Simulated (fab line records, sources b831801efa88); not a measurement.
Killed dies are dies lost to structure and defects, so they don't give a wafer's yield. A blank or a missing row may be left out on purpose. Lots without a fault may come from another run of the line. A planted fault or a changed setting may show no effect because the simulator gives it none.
Chamber matching | flow sky130 | SKY_FIELD_ISO_ETCH_17 on rie_si-01: 4 sister chambers
The step etches Si in HBr/Cl2/O2, target depth 342 nm, time 97.7 s. 4 wafers are shown with their chamber, then 8 later ones without.

WAFERS WITH THEIR CHAMBER
wafer  | chamber | drypump_motor_current_A (A)
L980.2 | 0       | 5.2
L982.5 | 3       | 5.5
L982.6 | 2       | 4.9
L984.3 | 1       | 5.9

WAFERS WITHOUT THEIR CHAMBER
wafer  | drypump_motor_current_A (A)
L984.4 | 5.6
L984.5 | 5.6
L986.2 | 5.6
L986.3 | 5.9
L986.6 | 5.0
L987.4 | 5.5
L987.5 | 5.6
L987.6 | 5.2

WHICH CHAMBER EACH WENT THROUGH
wafer  | from the rows above     | in truth
L984.4 | 3                       | 3
L984.5 | 3                       | 3
L986.2 | 3                       | 3
L986.3 | 1                       | 1
L986.6 | can't be placed: 2 or 0 | 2
L987.4 | 3                       | 3
L987.5 | 3                       | 3
L987.6 | 0                       | 0
Placed correctly: 7 of 8. Can't be placed from these rows: 1 (the true chamber is among the candidates in 1). Placed wrongly: 0.
How it was worked out, from the rows above alone: a wafer's distance from a chamber is the root of the sum, over the readings, of the square of ((its reading less the chamber's mean) divided by the reading's scatter). The wafer belongs to the nearest chamber; if the next one is less than 2 further off, it can't be placed. A chamber's mean is the mean of its shown wafers. The scatter: with one shown wafer a chamber, the root of the mean of the squares of how far each hidden wafer lies from its nearest shown one.
